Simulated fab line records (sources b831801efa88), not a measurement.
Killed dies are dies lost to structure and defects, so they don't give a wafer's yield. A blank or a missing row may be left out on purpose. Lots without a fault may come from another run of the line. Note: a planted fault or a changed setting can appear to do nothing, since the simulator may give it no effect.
Struck lot and sound lot, side by side -- flow gf180mcu -- 16 steps out of a route of 602
Sound: the wafers L175.1, L175.4, L175.6. Struck: wafers L185.3, L185.4, L185.6. The cause comes at the end.
Per side, at each step with rows, come the tool, then ch with its chambers, and then its first start. Under that, the readings that differ: sound wafers -- struck wafers -- difference of the means -- sigmas: that difference in standard deviations of wafers without a fault.
alike: same words and numbers on both sides, and readings whose means sit less than 2 such deviations apart. not compared: any withheld reading, any reading some wafer has no value for, any bound like >300 that may hide the same value, and any number with overlapping values for which the record gives no deviation.
The two part at a step that has a row with sigmas, a row that says differs or no value, or rows on one side only. Non-overlapping numbers with no deviation appear without sigmas and do not part them. A reading that every wafer of one side lacks parts them only if that side has two wafers or more.

GF_VT_IMPLANT_OVL_MEAS_18:
  sound: overlay-02 at day 7 07:10; struck: overlay-02 at day 9 23:43
  alike: VT_IMPLANT_01_OVL
following that, these wafers have no rows for 1 step: GF_VT_IMPLANT_IMPLANT_19.
GF_VT_IMPLANT_STRIP_20: strips in O2/N2.
  sound on plasmaAsher-03 ch 0,1, day 7 07:20; struck on plasmaAsher-04 ch 0,1, day 9 23:55
  alike: drypumpMotorCurrentA, heaterPowerW, oesProductAu, stripTimeToEndpointS
  not compared: rfHoursCounterH
GF_VT_IMPLANT_TW_MEAS_21:
  sound: filmMetro-04 at day 7 07:26; struck: filmMetro-03 at day 10 00:01
  alike: VT_IMPLANT_2_TW
then, 7 steps without rows for these wafers: GF_VT_IMPLANT_DEHYDRATE_22 (time 60 s); GF_VT_IMPLANT_HMDS_23 (prime time 60 s); GF_VT_IMPLANT_COAT_24 (resist thk 1000 nm); GF_VT_IMPLANT_SOFTBAKE_25 (time 60 s); GF_VT_IMPLANT_EXPOSE_26 (exposes mask LVPWELL HV AREA, target cd 860 nm); GF_VT_IMPLANT_PEB_27; GF_VT_IMPLANT_DEVELOP_28 (develop time 60 s).
GF_VT_IMPLANT_OVL_MEAS_29:
  sound: overlay-02 at day 7 23:28; struck: overlay-02 at day 10 18:28
  alike: VT_IMPLANT_02_OVL
GF_VT_IMPLANT_IMPLANT_30:
  struck on implanter-03, day 10 18:32; sound on implanter-03 ch 0, day 7 23:29
  no value came back on the struck wafers for beamEnergyKeV, beamOnS (s), doseIonsCm2, tiltDeg (degrees); on the sound wafers beamEnergyKeV reads 25.002 24.989 25.009
GF_VT_IMPLANT_STRIP_31: strips in O2/N2.
  sound on plasmaAsher-04 ch 1, day 7 23:38; struck on plasmaAsher-04 ch 0,1, day 10 18:40
  alike: drypumpMotorCurrentA, heaterPowerW, oesProductAu, stripTimeToEndpointS
  not compared: rfHoursCounterH
GF_VT_IMPLANT_TW_MEAS_32:
  sound: filmMetro-03 at day 7 23:44; struck: filmMetro-04 at day 10 18:46
reading,sound,struck,difference,sigmas
VT_IMPLANT_3_TW,266.1 267.8 268.1,29.9 29.8 29.8,-237.5,-99 or more
then, 1 step without rows for these wafers: GF_VT_IMPLANT_DEHYDRATE_33 (time 60 s).

## WHERE THEY PART
At GF_VT_IMPLANT_IMPLANT_30 first; at GF_VT_IMPLANT_TW_MEAS_32 last (within this record only).

WHY: the cause the simulator had injected
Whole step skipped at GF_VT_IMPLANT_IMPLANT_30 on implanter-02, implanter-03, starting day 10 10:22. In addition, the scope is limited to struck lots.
